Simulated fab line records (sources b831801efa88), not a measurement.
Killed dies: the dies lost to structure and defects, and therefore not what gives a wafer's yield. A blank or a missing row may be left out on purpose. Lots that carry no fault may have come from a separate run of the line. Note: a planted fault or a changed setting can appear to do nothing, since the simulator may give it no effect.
Which tool did it? ; flow sfqLine ; 42 wafers from 14 lots sampled at 2 of the route's 325 steps

WHAT THE GAUGES SHOWED, per wafer
The record lacks any reading of a measuring or inspecting step that a usual standard deviation could be used to judge.

EACH LOT AND THE TOOL THAT RAN IT (in order: tool; ch and the chambers of the sampled wafers; start)
lot;SFQ_TRILAYER_L0_CAP_PECVD_011;SFQ_TRILAYER_L0_VIA_ETCH_VIA_ETCH_016
L380;pecvd-01 ch 1,2, day 3 14:02;rieDiel-04 ch 2,3, day 5 10:29
L381;pecvd-03 ch 0,1, day 3 20:02;rieDiel-04 ch 0,3, day 5 16:29
L383;pecvd-03 ch 1,2, day 4 08:47;rieDiel-03 ch 0,1,2, day 6 03:19
L384;pecvd-01 ch 0,2, day 4 11:55;rieDiel-04 ch 0,3, day 6 08:05
L385;pecvd-04 ch 0,1,2, day 4 12:40;rieDiel-03 ch 1,2, day 6 10:35
L387;pecvd-03 ch 0,2, day 5 01:23;rieDiel-04 ch 0,2, day 6 23:47
L388;pecvd-04 ch 0,1,2, day 5 06:11;rieDiel-02 ch 0,1, day 7 04:35
L390;pecvd-01 ch 0,2, day 5 15:47;rieDiel-03 ch 0,2,3, day 7 12:59
L391;pecvd-04 ch 0,1,2, day 5 21:48;rieDiel-02 ch 0,1, day 7 20:11
L392;pecvd-01 ch 0,1,2, day 6 02:36;rieDiel-02 ch 0,2,3, day 8 03:11
L400;pecvd-04 ch 0,1,2, day 8 00:18;rieDiel-04 ch 1,2,3, day 10 06:49
L401;pecvd-03 ch 0,2, day 8 06:40;rieDiel-03 ch 0,2,3, day 10 14:01
L402;pecvd-04 ch 1,2, day 8 11:20;rieDiel-04 ch 0,2, day 10 20:01
L403;pecvd-01 ch 0,2, day 8 16:41;rieDiel-04 ch 0,1,3, day 11 00:49
- SFQ_TRILAYER_L0_CAP_PECVD_011: deposits SiO2 from SiH4/N2O, time 13.333 s, target thk 60 nm.
- SFQ_TRILAYER_L0_VIA_ETCH_VIA_ETCH_016: etches SiO2 in CHF3, stops on MoNx KI, target depth 80 nm.

WHAT THE TOOLS THEMSELVES READ (means of the sampled wafers that have a number; where no wafer has one, the mark that the record gives instead)
SFQ_TRILAYER_L0_CAP_PECVD_011. Usual: heaterPowerW 88 W, standard deviation 20; rfFwdPowerW 180.7 W, standard deviation 0.79; showerheadVppV 824 V, standard deviation 33; throttleValvePct 25.7 %, standard deviation 1.5.
lot;tool;heaterPowerW (W);rfFwdPowerW (W);showerheadVppV (V);throttleValvePct (%);flag
L380;pecvd-01;86;179.8;792;24.0;
L381;pecvd-03;119;181.3;848;25.1;
L383;pecvd-03;79;180.4;816;26.5;
L384;pecvd-01;78;181.4;798;24.6;
L385;pecvd-04;88;181.4;844;26.8;
L387;pecvd-03;100;180.6;815;26.8;
L388;pecvd-04;86;181.2;855;26.8;
L390;pecvd-01;63;254.1;951;24.7;OFF
L391;pecvd-04;88;180.9;842;26.8;
L392;pecvd-01;58;253.8;945;24.5;OFF
L400;pecvd-04;84;181.0;847;26.7;
L401;pecvd-03;115;181.0;827;26.3;
L402;pecvd-04;86;181.2;813;26.3;
L403;pecvd-01;75;181.7;810;25.2;

SFQ_TRILAYER_L0_VIA_ETCH_VIA_ETCH_016. Usual: drypumpMotorCurrentA 5.57 A, standard deviation 0.24; oesProductAu 0.843 a.u., standard deviation 0.0077.
lot;tool;drypumpMotorCurrentA (A);oesProductAu (a.u.);flag
L380;rieDiel-04;5.79;0.853;
L381;rieDiel-04;5.72;0.838;
L383;rieDiel-03;5.61;0.837;
L384;rieDiel-04;5.73;0.838;
L385;rieDiel-03;5.66;0.843;
L387;rieDiel-04;5.73;0.845;
L388;rieDiel-02;5.54;0.837;
L390;rieDiel-03;5.66;0.896;OFF
L391;rieDiel-02;5.56;0.843;
L392;rieDiel-02;5.24;0.894;OFF
L400;rieDiel-04;5.64;0.846;
L401;rieDiel-03;5.67;0.844;
L402;rieDiel-04;5.76;0.841;
L403;rieDiel-04;5.61;0.842;

THE ANSWER, worked out from the rows above alone
Rule: take the mean of a lot's wafers that have a number; if it is more than 3 standard deviations from the usual mean, the lot is off. A lot without any number at a reading at which 4 lots or more have one is off too. The other lots that the step has rows for count as sound. After the gauges, taken in route order, come the tools' own readings; for these a lot's mean is taken, as printed above. The first step at which some lot is off is used, and at that step the reading that is off furthest; a lot without a number counts as furthest.
Off at SFQ_TRILAYER_L0_CAP_PECVD_011 (rfFwdPowerW): L390, L392.
A tool fits if, at that step or a process step before it, it ran every lot that is off, and no sound lot after the first of them. None of those tried fits.

WHAT THE SIMULATOR HAD INSERTED
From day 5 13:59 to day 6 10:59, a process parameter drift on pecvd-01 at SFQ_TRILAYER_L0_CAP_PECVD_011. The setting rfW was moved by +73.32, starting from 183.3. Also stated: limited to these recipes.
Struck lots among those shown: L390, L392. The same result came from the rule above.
